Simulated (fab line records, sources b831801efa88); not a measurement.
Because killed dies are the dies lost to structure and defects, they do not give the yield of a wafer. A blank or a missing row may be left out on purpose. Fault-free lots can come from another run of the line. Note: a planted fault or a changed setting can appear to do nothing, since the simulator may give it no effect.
Matching of chambers -- flow sky130 -- SKY_VIA3_CMP_02 on cmp-01: 4 sister chambers
The step polishes SiO2. 20 wafers are shown with their chamber, then 10 later ones without.

## WAFERS PAIRED WITH THEIR CHAMBERS
wafer,chamber,motorCurrentA (A)
L074.2,3,12.8
L074.4,1,10.2
L074.6,2,11.5
L076.2,3,12.8
L076.3,2,11.5
L076.4,1,10.2
L078.1,2,11.5
L078.5,0,15.0
L078.6,3,12.7
L081.2,3,12.9
L081.3,2,11.8
L081.6,0,15.2
L082.2,1,10.6
L082.4,2,11.5
L082.5,1,10.5
L085.1,2,12.6
L085.4,3,12.7
L085.5,2,12.6
L086.4,2,11.2
L086.5,0,14.6

SIGNATURES, as means of the wafers listed above
reading,chamber 0,chamber 1,chamber 2,chamber 3,scatter within a chamber
motorCurrentA,14.933,10.375,11.775,12.780,0.382
Rule: a wafer's distance from a chamber is the root of the sum, over the readings, of the square of ((its reading less the chamber's mean) divided by the reading's scatter). The wafer belongs to the nearest chamber; if the next one is less than 2 further off, it can't be placed. The scatter: the root of (the sum of the squares of (reading less its chamber's mean) over the shown wafers, divided by (wafers less chambers)).

## WAFERS WITH NO CHAMBER GIVEN
wafer,motorCurrentA (A)
L086.6,12.8
L089.1,12.2
L089.4,10.8
L089.5,12.4
L095.1,14.5
L095.5,10.1
L095.6,15.7
L097.1,10.2
L097.4,12.4
L097.6,10.1

## CHAMBER TAKEN BY EACH
wafer,from the rows above,in truth
L086.6,3,3
L089.1,can't be placed: 2 or 3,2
L089.4,can't be placed: 1 or 2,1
L089.5,can't be placed: 3 or 2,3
L095.1,0,0
L095.5,1,1
L095.6,0,0
L097.1,1,1
L097.4,can't be placed: 3 or 2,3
L097.6,1,1
Placed correctly: 6 of 10. Not placeable from these rows: 4 (in 4, the candidates include the true chamber). Number placed wrongly: 0.
